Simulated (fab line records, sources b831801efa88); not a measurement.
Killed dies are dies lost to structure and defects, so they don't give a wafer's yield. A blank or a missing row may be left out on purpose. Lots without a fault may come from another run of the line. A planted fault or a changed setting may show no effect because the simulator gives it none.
A struck lot beside a sound one | flow sky130 | 23 steps out of a route of 708
Sound: wafers L353.2, L353.3, L353.4. Struck: wafers L361.3, L361.4, L361.6. The cause comes at the end.
At each step with rows: each side's tool, then ch and its chambers, then its first start. Under that, the readings that differ: sound wafers | struck wafers | difference of the means | sigmas: that difference in standard deviations of wafers without a fault.
alike: readings whose means differ by less than 2 such deviations, and words and numbers that are the same on both sides. not compared: withheld readings, readings that some wafer has no value for, bounds like >300 that may hide the same value, and numbers for which the record gives no deviation and whose values overlap.
The two part at a step that has a row with sigmas, a row that says differs or no value, or rows on one side only. Numbers that don't overlap but have no deviation are shown without sigmas and don't part them. A reading that every wafer of one side lacks parts them only if that side has two wafers or more.

first, 5 steps without rows for these wafers: SKY_PWDE_COAT_02 (resist thk 3000 nm); SKY_PWDE_SOFTBAKE_03; SKY_PWDE_EXPOSE_04 (exposes mask PWDEM, target cd 840 nm); SKY_PWDE_PEB_05; SKY_PWDE_DEVELOP_06 (develop time 60 s).
SKY_PWDE_OVL_MEAS_07:
  sound on overlay-01, day 5 22:04; struck on overlay-01, day 7 18:32
  alike: PWDE_OVL
then, 1 step without rows for these wafers: SKY_PWDE_IMPLANT_08.
SKY_PWDE_STRIP_09: strips in O2/N2.
  sound on plasma_asher-02 ch 0,1, day 5 22:15; struck on plasma_asher-02 ch 0,1, day 7 18:44
  alike: drypump_motor_current_A, oes_product_au, strip_time_to_endpoint_s
  not compared: rf_hours_counter_h
SKY_PWDE_TW_MEAS_10:
  sound on film_metro-03, day 5 22:22; struck on film_metro-01, day 7 18:49
  alike: PWDE_TW
then, 3 steps without rows for these wafers: SKY_NWELL_DEHYDRATE_03 (time 60 s); SKY_NWELL_HMDS_04 (prime time 60 s); SKY_NWELL_COAT_05 (resist thk 3000 nm).
SKY_NWELL_SOFTBAKE_06:
  sound on litho_track-01 ch 0, day 6 07:51; struck on litho_track-02 ch 0, day 8 04:50
  reading                                 | sound                | struck               | difference | sigmas
  heater_power_total_W (W)                | 65.46 65.41 65.23    | 74.92 74.75 75.09    | +9.55      | +64
  plate_temp_C (C)                        | 109.98 110.05 110.07 | 121.69 121.95 121.92 | +11.82     | +99
  model.coat_of_NWELL_COAT_05.thk_nm (nm) | 3017 3013 3008       | 2883 2889 2890       | -125       |
then, 2 steps without rows for these wafers: SKY_NWELL_EXPOSE_07 (exposes mask NWM, target cd 840 nm); SKY_NWELL_PEB_08.
SKY_NWELL_DEVELOP_09: develop time 60 s.
  sound on litho_track-04 ch 0; struck on litho_track-04 ch 0
  reading                                 | sound          | struck         | difference | sigmas
  model.coat_of_NWELL_COAT_05.thk_nm (nm) | 3012 3009 3004 | 2878 2885 2885 | -126       |
SKY_NWELL_OVL_MEAS_10:
  sound on overlay-02, day 6 17:29; struck on overlay-02, day 8 14:56
  alike: NWELL_00_OVL
then, 3 steps without rows for these wafers: SKY_NWELL_IMPLANT_11; SKY_NWELL_IMPLANT_12; SKY_NWELL_IMPLANT_13.
SKY_NWELL_STRIP_14: strips in O2/N2.
  sound on plasma_asher-03 ch 0,1, day 6 17:58; struck on plasma_asher-04 ch 0,1, day 8 15:26
  reading                      | sound             | struck            | difference | sigmas
  strip_time_to_endpoint_s (s) | 37.11 37.06 37.01 | 35.57 35.64 35.65 | -1.44      | -13
  alike: drypump_motor_current_A, oes_product_au
  not compared: rf_hours_counter_h
SKY_NWELL_TW_MEAS_15:
  sound on film_metro-01, day 6 18:04; struck on film_metro-01, day 8 15:32
  alike: NWELL_TW
SKY_PAD_OPEN_PROBE_99:
  the record has rows for the sound wafers here (prober-02, day 48 02:29) and none for the struck ones

WHERE THEY PART
First at SKY_NWELL_SOFTBAKE_06; last, within this record, at SKY_PAD_OPEN_PROBE_99.

WHY: what the simulator had put in
Process parameter drift: litho_track-02, from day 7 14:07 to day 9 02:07, at SKY_NWELL_SOFTBAKE_06. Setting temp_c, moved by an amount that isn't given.
